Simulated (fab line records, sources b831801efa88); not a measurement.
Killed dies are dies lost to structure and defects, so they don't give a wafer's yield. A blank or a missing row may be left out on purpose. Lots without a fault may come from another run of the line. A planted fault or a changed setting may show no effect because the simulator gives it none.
A struck lot beside a sound one | flow sky130 | 15 steps out of a route of 708
Sound: wafers L584.2, L584.3, L584.4. Struck: wafers L596.1, L596.2, L596.6. The cause comes at the end.
At each step with rows: each side's tool, then ch and its chambers, then its first start. Under that, the readings that differ: sound wafers | struck wafers | difference of the means | sigmas: that difference in standard deviations of wafers without a fault.
alike: readings whose means differ by less than 2 such deviations, and words and numbers that are the same on both sides. not compared: withheld readings, readings that some wafer has no value for, bounds like >300 that may hide the same value, and numbers for which the record gives no deviation and whose values overlap.
The two part at a step that has a row with sigmas, a row that says differs or no value, or rows on one side only. Numbers that don't overlap but have no deviation are shown without sigmas and don't part them. A reading that every wafer of one side lacks parts them only if that side has two wafers or more.

SKY_SONOS_ONO_THK_MEAS_03:
  sound on film_metro-02, day 12 11:56; struck on film_metro-02, day 16 15:02
  alike: SONOS_ONO_CVD_02_THK
then, 1 step without rows for these wafers: SKY_SONOS_ONO_CVD_04 (deposits SiO2 from SiH4/N2O, target thk 5.7199 nm).
SKY_SONOS_ONO_THK_MEAS_05:
  sound on film_metro-04, day 12 13:14; struck on film_metro-01, day 16 16:20
  alike: SONOS_ONO_CVD_04_THK
then, 7 steps without rows for these wafers: SKY_SONOS_ONO_DEHYDRATE_06 (time 60 s); SKY_SONOS_ONO_HMDS_07 (prime time 60 s); SKY_SONOS_ONO_COAT_08 (resist thk 1140 nm); SKY_SONOS_ONO_SOFTBAKE_09 (time 60 s); SKY_SONOS_ONO_EXPOSE_10 (exposes mask ONOM, target cd 410 nm); SKY_SONOS_ONO_PEB_11; SKY_SONOS_ONO_DEVELOP_12 (develop time 60 s).
SKY_SONOS_ONO_CD_MEAS_13: target cd 410 nm.
  sound on cd_sem-02, day 13 14:50; struck on cd_sem-01, day 17 19:04
  alike: cd_nm
SKY_SONOS_ONO_OVL_MEAS_14:
  sound on overlay-01, day 13 14:56; struck on overlay-02, day 17 19:11
  alike: SONOS_ONO_OVL
SKY_SONOS_ONO_ETCH_15: etches the open film in CHF3/O2, target depth 19.52 nm, time 7.8 s.
  sound on rie_diel-04 ch 0,1, day 13 14:58; struck on rie_diel-04 ch 0,2, day 17 19:13
  reading                               | sound             | struck            | difference | sigmas
  oes_product_au (a.u.)                 | 0.997 0.999 1.009 | 0.954 0.956 0.966 | -0.043     | -4
  rf_fwd_power_W (W)                    | 581 585 584       | 489 489 491       | -94        | -28
  model.SONOS_ONO.feature_depth_nm (nm) | 19.45 19.55 19.43 | 18.47 18.24 18.16 | -1.19      |
  model.etch.depth_nm (nm)              | 19.45 19.55 19.43 | 18.47 18.24 18.16 | -1.19      |
  alike: chamber_pressure_mTorr, drypump_motor_current_A, throttle_valve_pct
  not compared: rf_hours_counter_h
then, 1 step without rows for these wafers: SKY_SONOS_ONO_WET_ETCH_16 (etches SiO2 in dHF, target depth 14 nm, time 280 s).
SKY_PAD_OPEN_PROBE_99:
  the record has rows for the sound wafers here (prober-02, day 46 08:50) and none for the struck ones

WHERE THEY PART
First at SKY_SONOS_ONO_ETCH_15; last, within this record, at SKY_PAD_OPEN_PROBE_99.

WHY: what the simulator had put in
Process parameter drift: rie_diel-04, from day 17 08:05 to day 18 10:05, at SKY_SONOS_ONO_ETCH_15. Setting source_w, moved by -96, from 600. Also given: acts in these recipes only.
